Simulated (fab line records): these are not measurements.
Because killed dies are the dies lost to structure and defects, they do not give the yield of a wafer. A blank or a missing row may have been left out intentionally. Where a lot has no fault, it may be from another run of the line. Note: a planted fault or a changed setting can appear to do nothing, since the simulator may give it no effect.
Comparing a struck lot with a sound one + flow sky130 + 16 steps out of a route of 708
Sound: these wafers, L978.2, L978.3, L978.6. Struck: wafer L986.6; the same lot's L986.2 was not struck, so it is left out; see the end for the cause.
At each step with rows: each side's tool, then ch and its chambers, then its first start. Under that, the readings that differ: sound wafers + struck wafers + difference of the means + sigmas: that difference in standard deviations of wafers without a fault.
alike: readings whose means differ by less than 2 such deviations, and words and numbers that are the same on both sides. not compared: withheld readings, readings that some wafer has no value for, bounds like >300 that may hide the same value, and numbers for which the record gives no deviation and whose values overlap.
A row with sigmas, a row that says differs or no value, or rows on one side alone: a step with any of these is where the two part. Numbers that have no deviation but don't overlap get no sigmas and don't part them. Lack of a reading on every wafer of one side parts them only where that side has two or more wafers.

SKY_SD_N_OVL_MEAS_08:
  sound on overlay-02 at day 31 21:08; struck on overlay-02 at day 34 16:47
  alike: SD_N_OVL
then, 2 steps without rows for these wafers: SKY_SD_N_IMPLANT_09; SKY_SD_N_IMPLANT_10.
SKY_SD_N_STRIP_11: strips in O2/N2.
  sound on plasma asher-02 ch 0,1, day 31 21:28; struck on plasma asher-04 ch 1, day 34 17:07
  alike: drypump motor current A, oes product au, strip time to endpoint s
  not compared: rf hours counter h
SKY_SD_N_TW_MEAS_12:
  sound on film metro-04 at day 31 21:35; struck on film metro-03 at day 34 17:14
| reading | sound          | struck | difference | sigmas |
|---------|----------------|--------|------------|--------|
| SD_N_TW | 4012 4011 4017 | 3965   | -48        | -2     |
then, 1 step without rows for these wafers: SKY_SD_N_CLEAN_13 (cleans in SC1/SC2, time 150 s).
SKY_SD_N_RTA_14: time 2 s.
  sound on rtp anneal-01 ch 0, day 31 21:41; struck on rtp anneal-01 ch 0, day 34 17:20
  alike: anneal temp c max, lamp power pct, wafer_temp_C_max
SKY_SD_N_RS_MEAS_16: measures by four-point-probe.
  sound on film metro-04 at day 31 21:52; struck on film metro-04 at day 34 17:31
  alike: SD_N_RS
SKY_SD_N_RS_MEAS_17: measures by four-point-probe.
  sound on film metro-04 at day 31 21:59; struck on film metro-04 at day 34 17:38
| reading          | sound             | struck | difference | sigmas |
|------------------|-------------------|--------|------------|--------|
| SD_P_RS (ohm/sq) | 146.9 147.4 146.9 | 147.9  | +0.8       | +2     |
SKY_SD_N_RS_MEAS_18: measures by four-point-probe.
  sound on film metro-04 at day 31 22:07; struck on film metro-04 at day 34 17:46
| reading               | sound             | struck | difference | sigmas |
|-----------------------|-------------------|--------|------------|--------|
| RES_XHIGH_RS (ohm/sq) | 332.9 333.4 331.8 | 335.2  | +2.5       | +2     |
then, 1 step without rows for these wafers: SKY_SALICIDE_CLEAN_00 (cleans in HF-last, time 30 s).
SKY_LI_CONTACT_HDPCVD_00: deposits PSG, target thk 930 nm, time 155 s.
  sound on hdpcvd-02 ch 0,1,2, day 31 22:14; struck on hdpcvd-02 ch 2, day 34 17:53
| reading                                       | sound             | struck | difference | sigmas |
|-----------------------------------------------|-------------------|--------|------------|--------|
| run length s (s)                              | 182.3 183.4 182.4 | 214.3  | +31.6      | +45    |
| model.PSG_of_LI_CONTACT_HDPCVD_00.thk nm (nm) | 949.6 941.7 935.5 | 1141   | +199       |        |
  alike: susceptor temp C
SKY_LI_CONTACT_THK_MEAS_01:
  sound on film metro-01 at day 31 22:20; struck on film metro-04 at day 34 17:59
| reading                    | sound       | struck | difference | sigmas |
|----------------------------|-------------|--------|------------|--------|
| LI_CONTACT_HDPCVD_THK (nm) | 949 942 935 | 1141   | +199       | +20    |
SKY_LI_CONTACT_CMP_02: polishes PSG.
  sound on cmp-02 ch 0,1, day 31 22:23; struck on cmp-01 ch 2, day 34 18:08
| reading                | sound    | struck | difference | sigmas |
|------------------------|----------|--------|------------|--------|
| time to endpoint s (s) | 37 30 37 | 47     | +12        | +4     |
  alike: motor current A, slurry filter dp kPa
SKY_LI_CONTACT_BOW_MEAS_03:
  sound on film metro-03 at day 31 22:43; struck on film metro-04 at day 34 18:24
| reading             | sound    | struck | difference | sigmas |
|---------------------|----------|--------|------------|--------|
| LI_CONTACT_BOW (um) | 51 63 60 | 71     | +13        | +2     |
SKY_PAD_OPEN_PROBE_99:
  rows exist in the record for the sound wafers here (prober-02, day 48 17:35), none for the struck ones

== WHERE THEY PART ==
Earliest at SKY_SD_N_TW_MEAS_12; latest, in this record, at SKY_PAD_OPEN_PROBE_99.

WHY: the cause the simulator had injected
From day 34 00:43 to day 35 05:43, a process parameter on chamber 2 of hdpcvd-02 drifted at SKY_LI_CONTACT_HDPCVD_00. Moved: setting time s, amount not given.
